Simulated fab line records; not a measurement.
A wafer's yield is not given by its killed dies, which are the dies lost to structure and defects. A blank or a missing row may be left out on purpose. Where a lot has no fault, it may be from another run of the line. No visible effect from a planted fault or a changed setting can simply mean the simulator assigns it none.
Comparing a struck lot with a sound one + flow gf180mcu + 32 steps out of a route of 602
Sound: the wafers L719.2, L719.3, L719.6. Wafers struck: L723.3, L723.4, L723.5. Last of all comes the cause.
Each step with rows lists, per side, the tool, then ch with its chambers, then its first start. Under that, the readings that differ: sound wafers + struck wafers + difference of the means + sigmas: that difference in standard deviations of wafers without a fault.
alike: readings whose means differ by less than 2 such deviations, and words and numbers that are the same on both sides. not compared: withheld readings, readings that some wafer has no value for, bounds like >300 that may hide the same value, and numbers for which the record gives no deviation and whose values overlap.
A row with sigmas, a row that says differs or no value, or rows on one side alone: a step with any of these is where the two part. When numbers do not overlap yet have no deviation, they are printed without sigmas and do not part them. A reading that every wafer of one side lacks parts them only if that side has two wafers or more.

GF_HV_LDD_TW_MEAS_23:
  sound on film metro-02, day 11 20:35; struck on film metro-04, day 13 06:26
| reading     | sound          | struck         | difference | sigmas |
|-------------|----------------|----------------|------------|--------|
| HV_LDD_2_TW | 1039 1041 1046 | 1073 1070 1075 | +31        | +3     |
then, 7 steps without rows for these wafers: GF_HV_LDD_DEHYDRATE_24 (time 60 s); GF_HV_LDD_HMDS_25 (prime time 60 s); GF_HV_LDD_COAT_26 (resist thk 1000 nm); GF_HV_LDD_SOFTBAKE_27 (time 60 s); GF_HV_LDD_EXPOSE_28 (exposes mask Nplus HV AREA, target cd 400 nm); GF_HV_LDD_PEB_29; GF_HV_LDD_DEVELOP_30 (develop time 60 s).
GF_HV_LDD_CD_MEAS_31: the cd target is 400 nm.
  sound on cd sem-01, day 12 15:56; struck on cd sem-01, day 14 02:57
| reading    | sound             | struck            | difference | sigmas |
|------------|-------------------|-------------------|------------|--------|
| cd nm (nm) | 399.3 400.7 398.6 | 404.9 401.7 405.6 | +4.5       | +2     |
GF_HV_LDD_OVL_MEAS_32:
  sound on overlay-01, day 12 16:02; struck on overlay-01, day 14 03:02
  alike: HV_LDD_02_OVL
then, 2 steps without rows for these wafers: GF_HV_LDD_IMPLANT_33; GF_HV_LDD_IMPLANT_34.
GF_HV_LDD_IMPLANT_35:
  sound on implanter-01 ch 0, day 12 16:23; struck on implanter-02, day 14 03:25
  no value came back on the struck wafers for beam energy keV, beam on s (s), faraday current uA; on the sound wafers beam energy keV reads 59.997 59.993 59.979
then, 1 step without rows for these wafers: GF_HV_LDD_IMPLANT_36.
GF_HV_LDD_STRIP_37: strips in O2/N2.
  sound on plasma asher-04 ch 0,1, day 12 16:40; struck on plasma asher-04 ch 0,1, day 14 03:42
  alike: drypump motor current A, heater power w, oes product au, strip time to endpoint s
  not compared: rf hours counter h
GF_HV_LDD_TW_MEAS_38:
  sound on film metro-04, day 12 16:46; struck on film metro-01, day 14 03:47
| reading     | sound          | struck         | difference | sigmas |
|-------------|----------------|----------------|------------|--------|
| HV_LDD_3_TW | 1459 1467 1465 | 1300 1300 1304 | -162       | -12    |
then, 7 steps without rows for these wafers: GF_HV_LDD_DEHYDRATE_39 (time 60 s); GF_HV_LDD_HMDS_40 (prime time 60 s); GF_HV_LDD_COAT_41 (resist thk 1000 nm); GF_HV_LDD_SOFTBAKE_42 (time 60 s); GF_HV_LDD_EXPOSE_43 (exposes mask Pplus HV AREA, target cd 400 nm); GF_HV_LDD_PEB_44; GF_HV_LDD_DEVELOP_45 (develop time 60 s).
GF_HV_LDD_CD_MEAS_46: the cd target is 400 nm.
  sound on cd sem-02, day 13 12:46; struck on cd sem-01, day 15 00:36
  alike: cd nm
GF_HV_LDD_OVL_MEAS_47:
  sound on overlay-01, day 13 12:53; struck on overlay-01, day 15 00:41
  alike: HV_LDD_03_OVL
then, 1 step without rows for these wafers: GF_HV_LDD_IMPLANT_48.
GF_HV_LDD_STRIP_49: strips in O2/N2.
  sound on plasma asher-04 ch 0,1, day 13 13:04; struck on plasma asher-04 ch 0,1, day 15 00:53
  alike: drypump motor current A, heater power w, oes product au, strip time to endpoint s
  not compared: rf hours counter h
GF_HV_LDD_TW_MEAS_50:
  sound on film metro-04, day 13 13:10; struck on film metro-04, day 15 00:59
  alike: HV_LDD_4_TW
then, 1 step without rows for these wafers: GF_HV_LDD_CLEAN_51 (cleans in SC1/SC2, time 150 s).
GF_HV_LDD_RTA_52: time 10 s.
  sound on rtp anneal-01 ch 0, day 13 13:17; struck on rtp anneal-02 ch 0, day 15 01:06
| reading            | sound          | struck         | difference | sigmas |
|--------------------|----------------|----------------|------------|--------|
| lamp power pct (%) | 30.3 30.2 30.2 | 33.9 33.9 33.9 | +3.7       | +2     |
  alike: wafer_temp_C_max
GF_HV_LDD_RS_MEAS_53: the measuring method here is four-point-probe.
  sound on film metro-01, day 13 13:22; struck on film metro-02, day 15 01:11
| reading            | sound             | struck            | difference | sigmas |
|--------------------|-------------------|-------------------|------------|--------|
| HV_LDD_RS (ohm/sq) | 419.2 419.3 420.3 | 441.1 441.5 441.1 | +21.6      | +23    |
then, 1 step without rows for these wafers: GF_HV_LDD_CVD_54 (deposits SiO2 from TEOS, target thk 10 nm, time 75 s).

WHERE THEY PART
First at GF_HV_LDD_TW_MEAS_23; last, within this record, at GF_HV_LDD_RS_MEAS_53.

WHY: what had been put in by the simulator
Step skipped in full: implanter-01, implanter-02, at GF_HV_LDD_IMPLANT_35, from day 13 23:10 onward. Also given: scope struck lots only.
